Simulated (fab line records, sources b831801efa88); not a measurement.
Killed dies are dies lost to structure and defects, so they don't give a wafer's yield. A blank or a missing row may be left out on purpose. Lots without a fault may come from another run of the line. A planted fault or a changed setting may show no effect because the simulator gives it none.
One fault seen from 2 desks | flow gf180mcu | each desk has only its own numbers; what lay behind them comes last

THE METROLOGY DESK
What the gauges read, lot by lot, whatever tool the lot ran on: means of the sampled wafers that have a number. A lot is out of limits, marked OUT, if its mean lies more than 4 standard deviations from the usual mean; the brackets give that distance. Of its 9 readings 7 are shown: those that lie furthest out on some lot.
Columns: A = V1_W_RS at GF_V1_RS_MEAS_24, usual 0.328 ohm/sq; B = V1_W_THK at GF_V1_THK_MEAS_25, usual 364 nm; C = cd_nm at GF_M2_CD_MEAS_14, usual 280.3 nm; D = M2_OVL at GF_M2_OVL_MEAS_15, usual 3 nm; E = V2_CVD_00_THK at GF_V2_THK_MEAS_01, usual 602 nm; F = V2_CVD_02_THK at GF_V2_THK_MEAS_03, usual 851 nm; G = V2_BOW at GF_V2_BOW_MEAS_05, usual 100 um
lot  | first seen here | A     | B   | C     | D  | E   | F   | G
L973 | day 18 20:44    | 0.326 | 370 | 280.3 | 15 | 605 | 854 | 97
L975 | day 19 17:12    | 0.326 | 365 | 280.3 | 1  | 605 | 848 | 112
L976 | day 20 03:41    | 0.326 | 366 | 280.3 | 9  | 603 | 848 | 112
L985 | day 23 07:08    | 0.326 | 366 | 282.6 | -4 | 602 | 855 | 98
L988 | day 24 12:39    | 0.324 | 371 | 281.0 | 5  | 610 | 854 | 100
L992 | day 25 15:08    | 0.332 | 360 | 281.9 | -3 | 600 | 861 | 114
This desk's finding: nothing out of limits on any of the 6 lots.

THE TOOL OWNER'S DESK: pvd_sputter-04
The tool's own readings at GF_M2_SPUTTER_04 (material TiN, target thk 50 nm, time 41.7 s): means of the sampled wafers that have a number, for each lot that ran on this tool. A lot is out of limits, marked OUT, if its mean lies more than 4 standard deviations from the usual mean; the brackets give that distance.
Columns: A = chamber_pressure_pa at GF_M2_SPUTTER_04, usual 0.4001 Pa; B = throttle_valve_pct at GF_M2_SPUTTER_04, usual 29.8 %
lot  | first seen here | A                        | B
L975 | day 19 17:52    | 0.2286 (-99 or more) OUT | 39.9 (+9.2) OUT
L976 | day 20 04:19    | 0.2292 (-99 or more) OUT | 39.3 (+8.6) OUT
L988 | day 24 13:17    | 0.3998                   | 29.9
L992 | day 25 15:45    | 0.3997                   | 30.0
This desk's finding: out of limits on L975, L976; first on L975, day 19 17:52 (chamber_pressure_pa at GF_M2_SPUTTER_04). In limits: L988, L992.

PUT TOGETHER
The tool owner's desk could have raised an alarm at day 19 17:52, on L975, L976.
The metrology desk saw nothing out of limits.
The metrology desk has L975, L976 on record, within its limits.
Of the lots named, all ran GF_M2_SPUTTER_04 on pvd_sputter-04.

WHAT THE SIMULATOR HAD PUT IN
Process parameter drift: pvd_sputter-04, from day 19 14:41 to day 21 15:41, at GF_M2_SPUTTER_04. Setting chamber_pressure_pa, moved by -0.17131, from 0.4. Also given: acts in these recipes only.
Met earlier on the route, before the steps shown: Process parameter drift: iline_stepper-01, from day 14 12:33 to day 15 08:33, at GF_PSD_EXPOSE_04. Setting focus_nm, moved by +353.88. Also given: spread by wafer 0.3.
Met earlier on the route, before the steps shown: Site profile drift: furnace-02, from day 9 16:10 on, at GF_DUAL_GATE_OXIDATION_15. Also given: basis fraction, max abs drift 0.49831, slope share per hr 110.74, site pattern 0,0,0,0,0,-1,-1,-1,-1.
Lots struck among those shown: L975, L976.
Hours from the fault's start to each desk's first reading out of limits: the tool owner's desk, 3.
